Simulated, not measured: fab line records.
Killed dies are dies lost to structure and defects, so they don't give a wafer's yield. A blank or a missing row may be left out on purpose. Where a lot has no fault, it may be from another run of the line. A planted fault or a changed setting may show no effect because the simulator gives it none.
Chamber matching    flow sky130    4 sister chambers for SKY_FIELD_ISO_ETCH_17 on rie si-02
The step etches Si in HBr/Cl2/O2, target depth 342 nm, time 97.7 s. 16 wafers are shown with their chamber, then 8 later ones without.

## WAFERS WITH THEIR CHAMBER
wafer   chamber  drypump motor current A (A)  he backside leak sccm (sccm)  chamber pressure mTorr (mTorr)
L076.1  0        5.9                          2.69                          14.978
L076.2  3        5.9                          2.76                          15.020
L076.6  2        5.3                          2.43                          15.005
L079.2  2        5.3                          2.48                          14.981
L079.3  1        5.9                          2.80                          14.977
L079.4  0        5.9                          2.75                          15.008
L082.3  0        5.9                          2.57                          15.005
L082.5  0        5.9                          2.71                          14.976
L082.6  2        5.3                          2.51                          15.002
L083.2  3        5.9                          2.66                          15.005
L083.3  0        5.9                          2.67                          14.985
L083.4  3        5.9                          2.62                          14.992
L088.3  0        5.9                          2.83                          14.999
L088.5  0        5.9                          2.52                          15.023
L088.6  1        5.9                          2.62                          14.980
L091.4  3        5.8                          2.80                          14.988

SIGNATURES, as means of the wafers listed above
reading                  chamber 0  chamber 1  chamber 2  chamber 3  scatter within a chamber
drypump motor current A  5.900      5.900      5.300      5.875      0.025
he backside leak sccm    2.6771     2.7100     2.4733     2.7100     0.0943
chamber pressure mTorr   14.99629   14.97850   14.99600   15.00125   0.0152
Rule: a wafer lies at a distance from a chamber equal to the root of the sum of squares, over the readings, of (its reading less the chamber's mean, divided by the reading's scatter). If the next closest chamber is less than 2 further off than the closest, the wafer can't be placed; otherwise it belongs to the closest. The scatter: take each reading less its chamber's mean, square it, sum over the shown wafers, divide by the number of wafers less the number of chambers, and take the root.

## WAFERS WITH NO CHAMBER GIVEN
wafer   drypump motor current A (A)  he backside leak sccm (sccm)  chamber pressure mTorr (mTorr)
L091.5  5.9                          2.55                          15.021
L091.6  5.9                          2.69                          14.988
L092.1  5.9                          2.45                          15.005
L092.4  5.9                          2.67                          15.010
L092.6  5.3                          2.42                          14.997
L096.3  5.9                          2.63                          14.996
L096.4  5.3                          2.58                          15.021
L096.5  5.9                          2.59                          14.997

## EACH ONE'S CHAMBER
wafer   from the rows above           in truth
L091.5  can't be placed: 0 or 3 or 1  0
L091.6  can't be placed: 0 or 1 or 3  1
L092.1  can't be placed: 0 or 3 or 1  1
L092.4  can't be placed: 0 or 3 or 1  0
L092.6  2                             2
L096.3  can't be placed: 0 or 3 or 1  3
L096.4  2                             2
L096.5  can't be placed: 0 or 3 or 1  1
Placed correctly: 2 of 8. Can't be placed from these rows: 6 (the true chamber is among the candidates in 6). Number placed wrongly: 0.
